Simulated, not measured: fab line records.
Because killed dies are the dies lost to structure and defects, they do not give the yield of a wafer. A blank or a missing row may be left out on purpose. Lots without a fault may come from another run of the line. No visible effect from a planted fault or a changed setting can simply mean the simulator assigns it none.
2 desks looking at one fault + flow gf180mcu + each desk has only its own numbers; what lay behind them comes last

FOR THE TOOL OWNER'S DESK: implanter-02
GF_LVPWELL_IMPLANT_08, tool's own readings: per-lot mean of the sampled wafers with a number, covering each lot this tool ran. Marked OUT: a lot whose mean sits more than 4 standard deviations from the usual mean, which makes it out of limits; the brackets give that distance.
Columns: A = beam_energy_keV at GF_LVPWELL_IMPLANT_08, usual 170.00
| lot  | first seen here | A                        |
|------|-----------------|--------------------------|
| L499 | day 3 23:14     | 169.93                   |
| L500 | day 4 03:37     | 170.05                   |
| L507 | day 5 17:14     | 169.97                   |
| L511 | day 6 14:10     | 169.99                   |
| L512 | day 6 21:40     | 170.01                   |
| L516 | day 7 18:14     | 146.99 (-99 or more) OUT |
| L518 | day 8 08:31     | 147.00 (-99 or more) OUT |
This desk's finding: out of limits on L516, L518; first on L516, day 7 18:14 (beam_energy_keV at GF_LVPWELL_IMPLANT_08). In limits: L499, L500, L507, L511, L512.

THE METROLOGY DESK
What the gauges read, lot by lot, whatever tool the lot ran on: means of the sampled wafers that have a number. Marked OUT: a lot whose mean sits more than 4 standard deviations from the usual mean, which makes it out of limits; the brackets give that distance.
Columns: A = NWELL_OVL at GF_NWELL_OVL_MEAS_07, usual -0.2 nm; B = LVPWELL_RS at GF_VT_IMPLANT_RS_MEAS_48, usual 1198 ohm/sq; C = MVPSD_RS at GF_VT_IMPLANT_RS_MEAS_49, usual 1170 ohm/sq; D = DUAL_GATE_OXIDATION_00_THK at GF_DUAL_GATE_THK_MEAS_03, usual 10.96 nm
| lot  | first seen here | A    | B              | C    | D     |
|------|-----------------|------|----------------|------|-------|
| L499 | day 3 09:26     | -0.7 | 1197           | 1176 | 10.92 |
| L500 | day 3 13:38     | 0.1  | 1197           | 1170 | 10.90 |
| L504 | day 4 09:05     | -2.2 | 1197           | 1172 | 10.90 |
| L507 | day 5 03:07     | -1.2 | 1202           | 1168 | 11.08 |
| L511 | day 5 23:16     | 0.2  | 1198           | 1168 | 11.43 |
| L512 | day 6 06:01     | -0.4 | 1195           | 1165 | 10.86 |
| L514 | day 6 17:17     | 1.2  | 1199           | 1177 | 10.81 |
| L516 | day 7 02:47     | 0.1  | 1231 (+10) OUT | 1174 | 10.72 |
| L517 | day 7 11:02     | 1.0  | 1199           | 1174 | 10.94 |
| L518 | day 7 15:38     | -1.2 | 1233 (+11) OUT | 1170 | 11.11 |
| L520 | day 8 03:26     | -0.2 | 1198           | 1170 | 10.99 |
| L521 | day 8 07:46     | -1.3 | 1199           | 1170 | 10.71 |
This desk's result: L516, L518 out of limits, first on L516 (LVPWELL_RS at GF_VT_IMPLANT_RS_MEAS_48), day 12 01:41. In limits: L499, L500, L504, L507, L511, L512, L514, L517, L520, L521.

TAKEN TOGETHER
The tool owner's desk could have raised an alarm at day 7 18:14, on L516, L518.
L516, L518 would have let the metrology desk raise an alarm at day 12 01:41.
Every lot named ran GF_LVPWELL_IMPLANT_08 on implanter-02.

WHAT THE SIMULATOR PUT IN
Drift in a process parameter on implanter-02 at GF_LVPWELL_IMPLANT_08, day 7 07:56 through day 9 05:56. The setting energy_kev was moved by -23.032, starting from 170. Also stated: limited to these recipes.
Shown lots that were struck: L516, L518.
Delay (hours) between the fault's onset and each desk's first out-of-limits reading: 10 at the tool owner's desk, 114 at the metrology desk.
